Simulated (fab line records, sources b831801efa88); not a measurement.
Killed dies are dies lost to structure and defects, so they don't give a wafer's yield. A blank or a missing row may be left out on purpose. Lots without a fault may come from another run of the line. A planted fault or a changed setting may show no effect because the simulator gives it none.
One fault seen from 2 desks | flow gf180mcu | each desk has only its own numbers; what lay behind them comes last

THE TOOL OWNER'S DESK: pvd_sputter-04
The tool's own readings at GF_M2_SPUTTER_04 (material TiN, target thk 50 nm, time 41.7 s): means of the sampled wafers that have a number, for each lot that ran on this tool. A lot is out of limits, marked OUT, if its mean lies more than 4 standard deviations from the usual mean; the brackets give that distance.
Columns: A = cathode_dc_power_W at GF_M2_SPUTTER_04, usual 6500.1 W; B = chamber_pressure_pa at GF_M2_SPUTTER_04, usual 0.3999 Pa; C = throttle_valve_pct at GF_M2_SPUTTER_04, usual 30.4 %
lot  | first seen here | A      | B      | C
L863 | day 18 06:57    | 6499.6 | 0.3989 | 32.4
L869 | day 21 02:22    | 6500.1 | 0.4003 | 30.8
L875 | day 22 23:30    | 6500.1 | 0.3997 | 30.0
L879 | day 23 23:19    | 6500.0 | 0.3998 | 30.7
L881 | day 24 19:08    | 6498.7 | 0.3997 | 30.9
L886 | day 26 13:32    | 6500.3 | 0.4002 | 29.8
This desk's finding: nothing out of limits on any of the 6 lots.

THE METROLOGY DESK
What the gauges read, lot by lot, whatever tool the lot ran on: means of the sampled wafers that have a number. A lot is out of limits, marked OUT, if its mean lies more than 4 standard deviations from the usual mean; the brackets give that distance.
Columns: A = V1_W_THK at GF_V1_THK_MEAS_25, usual 351 nm; B = M2_ALCU_THK at GF_M2_THK_MEAS_06, usual 448 nm
lot  | first seen here | A   | B
L863 | day 18 06:26    | 346 | 449
L865 | day 19 00:17    | 356 | 495 (+11) OUT
L866 | day 19 13:25    | 349 | 496 (+11) OUT
L867 | day 20 04:01    | 355 | 494 (+11) OUT
L869 | day 21 01:49    | 350 | 452
L871 | day 21 08:46    | 346 | 445
L875 | day 22 22:58    | 348 | 450
L876 | day 23 08:35    | 356 | 452
L877 | day 23 11:52    | 355 | 446
L879 | day 23 22:46    | 355 | 448
L880 | day 24 07:05    | 347 | 453
L881 | day 24 18:35    | 357 | 440
L882 | day 25 04:30    | 352 | 450
L884 | day 25 16:23    | 355 | 446
L886 | day 26 12:59    | 349 | 441
This desk's finding: out of limits on L865, L866, L867; first on L865, day 19 00:59 (M2_ALCU_THK at GF_M2_THK_MEAS_06). In limits: L863, L869, L871, L875, L876, L877, L879, L880, L881, L882, L884, L886.

PUT TOGETHER
The metrology desk could have raised an alarm at day 19 00:59, on L865, L866, L867.
The tool owner's desk saw nothing out of limits.
The tool owner's desk has no number on record for L865, L866, L867.
Of the lots named, all ran GF_M2_SPUTTER_04 on pvd_sputter-04.

WHAT THE SIMULATOR HAD PUT IN
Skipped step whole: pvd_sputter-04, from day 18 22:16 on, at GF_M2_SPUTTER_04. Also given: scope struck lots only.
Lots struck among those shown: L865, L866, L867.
Hours from the fault's start to each desk's first reading out of limits: the metrology desk, 3.
